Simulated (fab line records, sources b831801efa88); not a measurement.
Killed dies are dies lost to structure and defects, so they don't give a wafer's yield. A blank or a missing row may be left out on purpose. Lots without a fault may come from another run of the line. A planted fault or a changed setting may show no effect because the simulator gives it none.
A struck lot beside a sound one | flow sky130 | 21 steps out of a route of 708
Sound: wafers L633.1, L633.2, L633.6. Struck: wafers L629.2, L629.4, L629.5. The cause comes at the end.
At each step with rows: each side's tool, then ch and its chambers, then its first start. Under that, the readings that differ: sound wafers | struck wafers | difference of the means | sigmas: that difference in standard deviations of wafers without a fault.
alike: readings whose means differ by less than 2 such deviations, and words and numbers that are the same on both sides. not compared: withheld readings, readings that some wafer has no value for, bounds like >300 that may hide the same value, and numbers for which the record gives no deviation and whose values overlap.
The two part at a step that has a row with sigmas, a row that says differs or no value, or rows on one side only. Numbers that don't overlap but have no deviation are shown without sigmas and don't part them. A reading that every wafer of one side lacks parts them only if that side has two wafers or more.

SKY_POLY_GATE_THK_MEAS_21:
  sound on film_metro-04, day 23 18:46; struck on film_metro-02, day 22 11:01
  reading                      | sound          | struck         | difference | sigmas
  POLY_GATE_OXIDATION_THK (nm) | 4.04 4.12 4.22 | 4.03 3.92 3.94 | -0.16      | -2
SKY_POLY_GATE_CD_MEAS_22:
  sound on cd_sem-01, day 23 18:49; struck on cd_sem-01, day 22 11:06
  alike: cd_nm
then, 7 steps without rows for these wafers: SKY_LDD_N_DEHYDRATE_00 (time 60 s); SKY_LDD_N_HMDS_01 (prime time 60 s); SKY_LDD_N_COAT_02 (resist thk 300 nm); SKY_LDD_N_SOFTBAKE_03 (time 60 s); SKY_LDD_N_EXPOSE_04 (exposes mask NTM, target cd 840 nm); SKY_LDD_N_PEB_05; SKY_LDD_N_DEVELOP_06 (develop time 60 s).
SKY_LDD_N_OVL_MEAS_07:
  sound on overlay-02, day 25 00:28; struck on overlay-02, day 23 17:40
  alike: LDD_N_OVL
then, 2 steps without rows for these wafers: SKY_LDD_N_IMPLANT_08; SKY_LDD_N_IMPLANT_09.
SKY_LDD_N_IMPLANT_10:
  sound on implanter-01 ch 0, day 25 00:48; struck on implanter-02 ch 0, day 23 18:02
  reading            | sound            | struck         | difference | sigmas
  beam_on_s (s)      | 9.94 10.16 10.01 | 7.92 7.98 8.19 | -2.01      | -9
  faraday_current_uA | 426 414 422      | 532 530 514    | +105       | +11
  alike: dose_ions_cm2
then, 5 steps without rows for these wafers: SKY_LDD_N_IMPLANT_11; SKY_LDD_N_IMPLANT_12; SKY_LDD_N_IMPLANT_13; SKY_LDD_N_IMPLANT_14; SKY_LDD_N_IMPLANT_15.
SKY_LDD_N_STRIP_16: strips in O2/N2.
  sound on plasma_asher-01 ch 0,1, day 25 01:42; struck on plasma_asher-04 ch 0,1, day 23 18:54
  reading                      | sound             | struck            | difference | sigmas
  strip_time_to_endpoint_s (s) | 4.334 4.314 4.327 | 4.252 4.262 4.252 | -0.070     | -4
  alike: drypump_motor_current_A, o2_flow_sccm, oes_product_au
  not compared: rf_hours_counter_h
SKY_LDD_N_TW_MEAS_17:
  sound on film_metro-04, day 25 01:48; struck on film_metro-01, day 23 19:01
  reading  | sound          | struck         | difference | sigmas
  LDD_N_TW | 2584 2579 2574 | 2529 2522 2535 | -50        | -3
-- the record jumps here: 26 days lie between the struck wafers' starts before and after (it left off in module LDD_N and takes up again in module PAD_OPEN, whose first step shown is number 708 of the route) --
SKY_PAD_OPEN_PROBE_99:
  sound on prober-01, day 50 13:20; struck on prober-01, day 50 00:41
  reading                     | sound             | struck            | difference | sigmas
  model.etest.tip_n.rs_ohm_sq | 440.7 443.4 443.6 | 464.6 459.7 458.3 | +18.3      |
  alike: killed_at_M0_to_M3, killed_at_M4_up, killed_at_contacts, killed_at_front_end, killed_at_other, killed_dies, killed_open, killed_short

WHERE THEY PART
First at SKY_POLY_GATE_THK_MEAS_21; last, within this record, at SKY_LDD_N_TW_MEAS_17. Later steps at which nothing parts them and some readings are alike: SKY_PAD_OPEN_PROBE_99.

WHY: what the simulator had put in
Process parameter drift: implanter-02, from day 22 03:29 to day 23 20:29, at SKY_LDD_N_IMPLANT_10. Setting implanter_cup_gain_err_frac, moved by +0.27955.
